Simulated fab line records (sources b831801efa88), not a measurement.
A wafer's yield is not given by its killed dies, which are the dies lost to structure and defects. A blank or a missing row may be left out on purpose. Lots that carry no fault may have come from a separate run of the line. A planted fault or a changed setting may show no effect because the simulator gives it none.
Code-filled problem report in 8D (eight disciplines) form -- flow sky130 -- the parts of the form that need people (team, actions taken, sign-off) are left out

== 1. WHAT IS WRONG ==
Wafers without a fault read 24, standard deviation 5.4; killed-at-contacts at SKY_PAD_OPEN_PROBE_99 reads a mean of 92 on 3 wafers belonging to 2 lots. Measured from the usual mean, that is +13 standard deviations.
First observed at day 49 06:40: wafer L649.3, on prober-02. Wafers with a number at this step in the record: 6, from 2 lots. By rule, "out" or "out of limits" means more than 4 standard deviations away from the usual mean. All remaining wafers that have a number are taken as sound.

== 2. WHAT IT IS; WHAT IT IS NOT ==
question,is,is not
which readings at this step,"killed-at-contacts, killed-dies","killed_at_M0_to_M3, killed-at-front-end, killed-at-other, killed-open, killed-short"
which lots,"L649, L651",-
which wafers of those lots,"L649.3, L651.2, L651.6","L649.1, L649.4, L651.1"
read on which tools,prober-02,-
when,from day 49 06:40,"up to then (1 sound wafer); but 2 sound wafers of L649, L651 came after"

== 3. SUSPECTS, AND WHAT RULES EACH OUT ==
Counting: any tool at a process step up to the reading remains a suspect provided it ran every lot that is out. Sound lots after the first of them don't rule it out here, since some wafers of a struck lot are sound.
- pecvd-03 at SKY_CONTACT_CVD_00 (deposits Si3N4, target thk 75 nm): kept. It ran every lot that is out, first L649 (day 35 05:05).
- rie-metal-02 at SKY_METAL4_ETCH_16 (etches BARC in N2/H2, stops on SiO2, time 88.2 s, target depth 60 nm): kept. It ran every lot that is out, first L649 (day 45 18:33).
- pvd-sputter-03 at SKY_METAL5_SPUTTER_00 (material Ti, target thk 15 nm, time 10 s): kept. It ran every lot that is out, first L649 (day 46 17:03).
- prober-02 at SKY_PAD_OPEN_PROBE_99: kept. It ran every lot that is out, first L649 (day 49 06:34). Its own readings are out on those wafers: killed-at-contacts, killed-dies.
- Within pecvd-03 at SKY_CONTACT_CVD_00, the wafers that are out were processed in chamber 2 and their sound lot-mates in chamber 0.
Left after counting: pecvd-03 at SKY_CONTACT_CVD_00, rie-metal-02 at SKY_METAL4_ETCH_16, pvd-sputter-03 at SKY_METAL5_SPUTTER_00, prober-02 at SKY_PAD_OPEN_PROBE_99.

== 4. THE CAUSE (what the simulator had put in) ==
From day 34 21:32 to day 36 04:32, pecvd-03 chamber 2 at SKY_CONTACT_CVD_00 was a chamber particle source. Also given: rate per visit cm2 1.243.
This tool is one of the 4 suspects left after counting.

== 5. THE EFFECT CHAIN, in route order ==
One row per reading whose mean, taken over the struck wafers that have a number, lies over 3 standard deviations from the usual. Only readings for which the record gives a usual standard deviation are gone through. hours: the time from each lot's start at the first step in this table that gives one to its start at this step, as a median over the lots. sigmas: the change in usual standard deviations.
hours,step,reading,usual,on struck wafers,change,sigmas
0,SKY_PAD_OPEN_PROBE_99,killed-at-contacts,24,92,+68,+13
0,SKY_PAD_OPEN_PROBE_99,killed-dies,87,144,+57,+6.2
Its process steps:
- SKY_PAD_OPEN_PROBE_99

== 6. WHAT WOULD HAVE CAUGHT IT SOONER ==
345 hours passed between the start of the fault at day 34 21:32 and the first reading out of limits in this record, taken at day 49 06:40.
No tool reading at SKY_CONTACT_CVD_00 that has a usual standard deviation in the record was out on any struck wafer, so an alarm limit of 4 standard deviations on those readings would not have fired.
By day 49 06:40, every lot that is out (2) had started SKY_CONTACT_CVD_00 on pecvd-03. Holding the tool at that point would not have protected any of them.
